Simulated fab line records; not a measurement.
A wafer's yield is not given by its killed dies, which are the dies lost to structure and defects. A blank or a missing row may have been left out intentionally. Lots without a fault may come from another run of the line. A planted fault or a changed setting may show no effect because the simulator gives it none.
Split-lot study / flow sfq-line / on a route of 325 steps: 5 lots, 27 wafers read

THE SPLIT ITSELF
At SFQ_TRILAYER_L0_DEP_SPUTTER_003 (material MoNx KI, target thk 40 nm, time 100 s), the setting time-s was moved away from the recipe's 100 s on 12 of the 27 wafers read, by -49.8% to +32.6%. The other wafers ran this setting at the recipe's value.

FROM THE SPLIT TO THE READING: what the file shows between them, 6 steps
- SFQ_L0_RS_MEAS_901: measures by four-point-probe
- SFQ_L0_THK_MEAS_902: measures by xrf
- SFQ_TRILAYER_L0_LITHO_COAT_010: resist thk 62 nm
- SFQ_TRILAYER_L0_LITHO_COAT_005: resist thk 600 nm
- SFQ_TRILAYER_L0_LITHO_DEVELOP_007: time 60 s
- SFQ_TRILAYER_L0_BARC_OPEN_METAL_ETCH_010: etches BARC in O2, target depth 125 nm, time 41.7 s

THE READING
oes-product-au, in a.u., at SFQ_TRILAYER_L0_ETCH_METAL_ETCH_008 (etches MoNx KI in SF6/O2, stops on SiO2, target depth 50 nm, time 25 s). A value of 0.876 a.u. with a standard deviation of 0.0057 a.u. is what fault-free wafers of this fab line usually give.

wafer=L074.1; tool, chamber at the split=pvd-sputter-06, -; time-s as run, s=100; against the recipe=recipe; oes-product-au, a.u.=0.879; against lot-mates on the recipe=-
wafer=L074.2; tool, chamber at the split=pvd-sputter-06, -; time-s as run, s=52.62; against the recipe=-47.4%; oes-product-au, a.u.=0.634; against lot-mates on the recipe=-0.245
wafer=L074.3; tool, chamber at the split=pvd-sputter-06, -; time-s as run, s=52.62; against the recipe=-47.4%; oes-product-au, a.u.=0.647; against lot-mates on the recipe=-0.232
wafer=L074.4; tool, chamber at the split=pvd-sputter-06, -; time-s as run, s=52.62; against the recipe=-47.4%; oes-product-au, a.u.=0.637; against lot-mates on the recipe=-0.242
wafer=L074.5; tool, chamber at the split=pvd-sputter-06, -; time-s as run, s=100; against the recipe=recipe; oes-product-au, a.u.=0.889; against lot-mates on the recipe=-
wafer=L074.6; tool, chamber at the split=pvd-sputter-06, -; time-s as run, s=100; against the recipe=recipe; oes-product-au, a.u.=0.870; against lot-mates on the recipe=-
wafer=L077.2; tool, chamber at the split=pvd-sputter-06, -; time-s as run, s=100; against the recipe=recipe; oes-product-au, a.u.=0.872; against lot-mates on the recipe=-
wafer=L077.4; tool, chamber at the split=pvd-sputter-06, -; time-s as run, s=100; against the recipe=recipe; oes-product-au, a.u.=0.880; against lot-mates on the recipe=-
wafer=L077.6; tool, chamber at the split=pvd-sputter-06, -; time-s as run, s=100; against the recipe=recipe; oes-product-au, a.u.=0.880; against lot-mates on the recipe=-
wafer=L078.1; tool, chamber at the split=pvd-sputter-06, -; time-s as run, s=132.6; against the recipe=+32.6%; oes-product-au, a.u.=0.991; against lot-mates on the recipe=+0.105
wafer=L078.2; tool, chamber at the split=pvd-sputter-06, -; time-s as run, s=100; against the recipe=recipe; oes-product-au, a.u.=0.884; against lot-mates on the recipe=-
wafer=L078.3; tool, chamber at the split=pvd-sputter-06, -; time-s as run, s=100; against the recipe=recipe; oes-product-au, a.u.=0.888; against lot-mates on the recipe=-
wafer=L078.4; tool, chamber at the split=pvd-sputter-06, -; time-s as run, s=132.6; against the recipe=+32.6%; oes-product-au, a.u.=0.995; against lot-mates on the recipe=+0.109
wafer=L078.5; tool, chamber at the split=pvd-sputter-06, -; time-s as run, s=100; against the recipe=recipe; oes-product-au, a.u.=0.885; against lot-mates on the recipe=-
wafer=L078.6; tool, chamber at the split=pvd-sputter-06, -; time-s as run, s=132.6; against the recipe=+32.6%; oes-product-au, a.u.=0.998; against lot-mates on the recipe=+0.112
wafer=L079.1; tool, chamber at the split=pvd-sputter-04, -; time-s as run, s=50.25; against the recipe=-49.8%; oes-product-au, a.u.=0.619; against lot-mates on the recipe=-0.255
wafer=L079.2; tool, chamber at the split=pvd-sputter-04, -; time-s as run, s=50.25; against the recipe=-49.8%; oes-product-au, a.u.=0.619; against lot-mates on the recipe=-0.255
wafer=L079.3; tool, chamber at the split=pvd-sputter-04, -; time-s as run, s=100; against the recipe=recipe; oes-product-au, a.u.=0.873; against lot-mates on the recipe=-
wafer=L079.4; tool, chamber at the split=pvd-sputter-04, -; time-s as run, s=100; against the recipe=recipe; oes-product-au, a.u.=0.872; against lot-mates on the recipe=-
wafer=L079.5; tool, chamber at the split=pvd-sputter-04, -; time-s as run, s=100; against the recipe=recipe; oes-product-au, a.u.=0.877; against lot-mates on the recipe=-
wafer=L079.6; tool, chamber at the split=pvd-sputter-04, -; time-s as run, s=50.25; against the recipe=-49.8%; oes-product-au, a.u.=0.625; against lot-mates on the recipe=-0.249
wafer=L081.1; tool, chamber at the split=pvd-sputter-06, -; time-s as run, s=100; against the recipe=recipe; oes-product-au, a.u.=0.872; against lot-mates on the recipe=-
wafer=L081.2; tool, chamber at the split=pvd-sputter-06, -; time-s as run, s=78.5; against the recipe=-21.5%; oes-product-au, a.u.=0.772; against lot-mates on the recipe=-0.103
wafer=L081.3; tool, chamber at the split=pvd-sputter-06, -; time-s as run, s=78.5; against the recipe=-21.5%; oes-product-au, a.u.=0.767; against lot-mates on the recipe=-0.108
wafer=L081.4; tool, chamber at the split=pvd-sputter-06, -; time-s as run, s=78.5; against the recipe=-21.5%; oes-product-au, a.u.=0.760; against lot-mates on the recipe=-0.115
wafer=L081.5; tool, chamber at the split=pvd-sputter-06, -; time-s as run, s=100; against the recipe=recipe; oes-product-au, a.u.=0.880; against lot-mates on the recipe=-
wafer=L081.6; tool, chamber at the split=pvd-sputter-06, -; time-s as run, s=100; against the recipe=recipe; oes-product-au, a.u.=0.874; against lot-mates on the recipe=-

FIT RESULTS
A straight line over all 27 wafers: oes-product-au changes by +0.00473 a.u. for each +1% of time-s; r = +0.99; the points scatter about the line by 0.014 a.u.
The same after taking each lot's own level away (the mean of its wafers on the recipe; 27 wafers): +0.00464 a.u. for each +1%; r = +0.99; scatter 0.015 a.u.
Per that fit: largest time-s move, reading shift of 0.23 a.u.
Measured against the standard deviation above, the lots' own levels, which go from 0.8740 to 0.8857 a.u., span 2.0 times it.
Consequently the slope shifts little with the lot-to-lot level, the two slopes agreeing.
Check: -0.239 a.u. against its lot-mates is what the line predicts for one of the wafers moved furthest among these (-49.8%) when that wafer is left out of the fit. It came out at -0.255 a.u. against them.

THE WHOLE CHAIN: every reading that the file lists as answering this split, in the file's order
step=SFQ_TRILAYER_L0_DEP_SPUTTER_003; what it does=material MoNx KI, target thk 40 nm, time 100 s; reading=MoNx_KI_of_TRILAYER_L0_DEP_SPUTTER_003.thk-nm (the simulator's own value, which no gauge read); change (the file's fit)=+0.398 nm for each +1% of the setting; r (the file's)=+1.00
step=SFQ_L0_RS_MEAS_901; what it does=measures by four-point-probe; reading=L0_MONX_KI_RS; change (the file's fit)=-0.733 for each +1% of the setting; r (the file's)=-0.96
step=SFQ_L0_THK_MEAS_902; what it does=measures by xrf; reading=L0_MONX_KI_THK; change (the file's fit)=+0.393 for each +1% of the setting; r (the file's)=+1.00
step=SFQ_TRILAYER_L0_ETCH_METAL_ETCH_008; what it does=etches MoNx KI in SF6/O2, stops on SiO2, target depth 50 nm, time 25 s; reading=oes-product-au; change (the file's fit)=+0.00478 a.u. for each +1% of the setting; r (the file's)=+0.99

THE FILE'S OWN FIT
oes-product-au changes by +0.00478 a.u. for each +1% of time-s, r = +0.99.
